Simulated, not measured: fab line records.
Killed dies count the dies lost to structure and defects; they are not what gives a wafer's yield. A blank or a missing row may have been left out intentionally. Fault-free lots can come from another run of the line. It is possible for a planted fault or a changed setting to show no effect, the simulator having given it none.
Which tool did it?    flow gf180mcu    10 lots, 30 wafers sampled, at 2 steps of a route of 602

## WHAT EACH GAUGE READ, for each wafer
GF_VT_IMPLANT_RS_MEAS_46: a four-point-probe measurement.
lot   measured      on             MVSD_RS (ohm/sq)
L999  day 7 10:22   film-metro-03  458.4 457.8 456.8
L104  day 8 19:10   film-metro-03  458.7 459.0 459.0
L105  day 9 02:51   film-metro-04  456.6 456.9 456.0
L107  day 9 17:21   film-metro-04  458.0 458.2 457.2
L112  day 10 23:32  film-metro-03  457.7 458.8 458.7
L115  day 11 20:11  film-metro-02  439.7 438.0 439.1 440.4 439.0 438.4
L116  day 12 04:45  film-metro-04  437.6 440.2 437.7 438.6 439.1 439.0
L117  day 12 11:48  film-metro-03  458.0 459.4 457.5
L119  day 13 02:03  film-metro-03  457.5 458.1 458.0
L120  day 13 17:04  film-metro-02  454.5 455.6 456.2

## EACH LOT AND THE TOOL THAT RAN IT (in order: tool; ch and the chambers of the sampled wafers; start)
lot   GF_MVSD_IMPLANT_08
L999  implanter-01 ch 0, day 4 09:46
L104  implanter-02 ch 0, day 5 15:33
L105  implanter-02 ch 0, day 5 21:40
L107  implanter-01 ch 0, day 6 08:49
L112  implanter-02 ch 0, day 7 11:16
L115  implanter-01 ch 0, day 8 04:26
L116  implanter-01 ch 0, day 8 10:01
L117  implanter-03 ch 0, day 8 16:22
L119  implanter-02 ch 0, day 9 05:47
L120  implanter-03 ch 0, day 9 17:56
- GF_MVSD_IMPLANT_08

## THE ANSWER, worked out from the rows above alone
Rule: the lots themselves supply what counts as usual. The widest of any qualifying gaps counts: lots, ordered by their means at a reading, are off when they make up no more than a third of the lots, leave a main group of 4 or more, and stand apart from it by 3 or more times the standard deviation of that group's means. A main group is skipped when, at the precision printed for the reading in the tables above, its means are all equal. A lot without any number at a reading at which 4 lots or more have one is off too. Where the step has rows for the other lots, those lots are counted as sound.
Off: L115, L116, at GF_VT_IMPLANT_RS_MEAS_46 (MVSD_RS). Mean 457.6 ohm/sq and standard deviation 1.1 in the main group.
A tool fits if, at a process step before that reading, it ran every lot that is off, and no sound lot after the first of them. The gauges at GF_VT_IMPLANT_RS_MEAS_46 are tried like those tools. One fits: implanter-01 at GF_MVSD_IMPLANT_08. Its last sound lot is L107 (day 6 08:49), its first lot that is off L115 (day 8 04:26): a fault that began between those two fits.

## WHAT THE SIMULATOR HAD INSERTED
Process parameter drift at GF_MVSD_IMPLANT_08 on implanter-01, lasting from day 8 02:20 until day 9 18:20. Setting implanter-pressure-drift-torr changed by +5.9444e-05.
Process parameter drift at GF_MVSD_IMPLANT_08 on implanter-01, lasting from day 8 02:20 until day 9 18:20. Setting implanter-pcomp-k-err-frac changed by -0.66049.
Lots struck among those shown: L115, L116. The rule above reached the same finding.
